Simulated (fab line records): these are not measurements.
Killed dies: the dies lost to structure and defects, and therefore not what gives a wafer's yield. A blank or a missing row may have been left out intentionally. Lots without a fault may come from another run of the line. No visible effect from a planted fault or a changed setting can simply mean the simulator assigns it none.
One fault seen from 2 desks + flow sky130 + every desk sees just its own numbers, and what lay behind them comes last

== THE METROLOGY DESK ==
Means of the sampled wafers that have a number, per lot and without regard to the tool the lot ran on: this is what the gauges read. Any lot whose mean is over 4 standard deviations away from the usual mean is out of limits and marked OUT; that distance is given in the brackets.
Columns: A = VIA4_W_RS at SKY_VIA4_RS_MEAS_19, usual 0.2261 ohm/sq; B = VIA4_W_THK at SKY_VIA4_THK_MEAS_20, usual 518 nm; C = METAL5_ALCU_RS at SKY_METAL5_RS_MEAS_05, usual 0.0270 ohm/sq; D = METAL5_ALCU_THK at SKY_METAL5_THK_MEAS_06, usual 1140 nm
| lot  | first seen here | A      | B   | C      | D    |
|------|-----------------|--------|-----|--------|------|
| L911 | day 43 08:05    | 0.2264 | 516 | 0.0269 | 1146 |
| L915 | day 44 17:45    | 0.2267 | 516 | 0.0272 | 1129 |
| L916 | day 45 11:29    | 0.2251 | 525 | 0.0269 | 1164 |
| L918 | day 46 02:14    | 0.2260 | 517 | 0.0273 | 1134 |
| L926 | day 47 08:59    | 0.2214 | 529 | 0.0271 | 1140 |
| L929 | day 48 07:59    | 0.2251 | 522 | 0.0270 | 1134 |
This desk's finding: nothing out of limits on any of the 6 lots.

== DESK OF THE TOOL OWNER: pvdSputter-01 ==
The tool's own readings at SKY_METAL5_SPUTTER_04 (material TiN, target thk 70 nm, time 58.3 s): means of the sampled wafers that have a number, for each lot that ran on this tool. Any lot whose mean is over 4 standard deviations away from the usual mean is out of limits and marked OUT; that distance is given in the brackets.
Columns: A = cathodeDcPowerW at SKY_METAL5_SPUTTER_04, usual 6500.2 W; B = throttleValvePct at SKY_METAL5_SPUTTER_04, usual 29.7 %
| lot  | first seen here | A                        | B    |
|------|-----------------|--------------------------|------|
| L915 | day 44 18:30    | 6500.1                   | 29.4 |
| L916 | day 45 12:04    | 6251.5 (-99 or more) OUT | 29.4 |
| L918 | day 46 02:47    | 6251.1 (-99 or more) OUT | 29.2 |
This desk's verdict: out of limits on L916, L918, starting with L916 at day 45 12:04 (cathodeDcPowerW at SKY_METAL5_SPUTTER_04). In limits: L915.

== ALL TOGETHER ==
The tool owner's desk had the chance to raise an alarm at day 45 12:04 on L916, L918.
Nothing out of limits was seen by the metrology desk.
The metrology desk has L916, L918 on record, within its limits.
SKY_METAL5_SPUTTER_04 was run on pvdSputter-01 by each of the lots named.

== WHAT HAD BEEN PUT IN BY THE SIMULATOR ==
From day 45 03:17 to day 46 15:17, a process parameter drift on pvdSputter-01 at SKY_METAL5_SPUTTER_04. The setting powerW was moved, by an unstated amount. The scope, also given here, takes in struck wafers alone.
Shown lots that were struck: L916, L918.
Each desk's first reading out of limits, in hours after the fault started: the tool owner's desk, 9.
